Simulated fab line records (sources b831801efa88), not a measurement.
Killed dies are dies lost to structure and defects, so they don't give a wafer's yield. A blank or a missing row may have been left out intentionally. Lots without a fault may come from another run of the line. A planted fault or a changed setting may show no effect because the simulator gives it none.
Split-lot study -- flow sky130 -- 23 wafers read across 5 lots, on a route 708 steps long

THE SPLIT ITSELF
At SKY_VIA2_CMP_24 (polishes, stops on SiO2, t overpolish 20 s, target thk 0 nm), the setting tOverpolishS was moved away from the recipe's 20 s on 10 of the 23 wafers read, by -17.1% to +10.2%. This setting was run at the recipe's value on the other wafers.

The reading comes from the split's own step.

THE READING
overpolishRunS, in s, at SKY_VIA2_CMP_24 (polishes, stops on SiO2, t overpolish 20 s, target thk 0 nm). A value of 20.002 s with a standard deviation of 0.0079 s is what fault-free wafers of this fab line usually give.

wafer,"tool, chamber at the split","tOverpolishS as run, s",against the recipe,"overpolishRunS, s",against lot-mates on the recipe
L074.4,"cmp-01, 1",20,recipe,20.007,-
L074.1,"cmp-01, 3",21.93,+9.7%,21.925,+1.923
L074.3,"cmp-01, 0",21.93,+9.7%,21.933,+1.931
L074.6,"cmp-01, 1",20,recipe,20.007,-
L074.5,"cmp-01, 2",20,recipe,19.991,-
L079.4,"cmp-01, 0",20,recipe,20.015,-
L079.5,"cmp-01, 2",20,recipe,20.004,-
L079.6,"cmp-01, 3",20,recipe,20.002,-
L082.4,"cmp-02, 2",20,recipe,20.001,-
L082.2,"cmp-02, 3",20,recipe,20.009,-
L082.1,"cmp-02, 0",16.58,-17.1%,16.592,-3.415
L082.6,"cmp-02, 1",20,recipe,20.011,-
L082.5,"cmp-02, 2",16.58,-17.1%,16.582,-3.425
L083.2,"cmp-01, 2",17.8,-11.0%,17.790,-2.201
L083.4,"cmp-01, 3",17.8,-11.0%,17.798,-2.194
L083.3,"cmp-01, 0",20,recipe,19.990,-
L083.1,"cmp-01, 1",17.8,-11.0%,17.810,-2.181
L083.5,"cmp-01, 2",20,recipe,19.993,-
L084.1,"cmp-02, 0",20,recipe,20.002,-
L084.3,"cmp-02, 1",22.04,+10.2%,22.032,+2.034
L084.2,"cmp-02, 2",20,recipe,19.994,-
L084.5,"cmp-02, 3",22.04,+10.2%,22.046,+2.048
L084.6,"cmp-02, 0",22.04,+10.2%,22.050,+2.052

FIT RESULTS
A straight line over all 23 wafers: overpolishRunS changes by +0.2 s for each +1% of tOverpolishS; r = +1.00; the points scatter about the line by 0.0079 s.
The same after taking each lot's own level away (the mean of its wafers on the recipe; 23 wafers): +0.2 s for each +1%; r = +1.00; scatter 0.007 s.
That fit puts the effect of the largest move of tOverpolishS on the reading at 3.4 s.
Across the lots, their own levels run from 19.9915 to 20.0070 s, a range of 2.0 times the standard deviation given above.
Consequently the slope shifts little with the lot-to-lot level, the two slopes agreeing.
Check: -3.42 s against its lot-mates is what the line predicts for one of the wafers moved furthest among these (-17.1%) when that wafer is left out of the fit. Against them it came out at -3.42 s.
Tool readings at the split's step, against how far the setting was moved: overpolishRunS r = +1.00.

OTHER SPLITS ON THESE WAFERS
Before the reading, these wafers also passed through other splits. Each is held against what the fit with the lots' levels taken away leaves over:
other split on the same wafers,wafers away from the commonest value,r with overpolishRunS (lot level and that fit taken away)
SKY_VIA1_COAT_07 spinRpm,8,-0.30
SKY_VIA1_SPUTTER_20 powerW,5,+0.11
SKY_METAL2_SPUTTER_02 timeS,8,+0.22
SKY_METAL2_DEVELOP_14 developTimeS,7,-0.04
SKY_VIA2_HDPCVD_00 sih4FlowSccm,10,+0.34

THE FILE'S OWN FIT
overpolishRunS changes by +0.2 s for each +1% of tOverpolishS, r = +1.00.
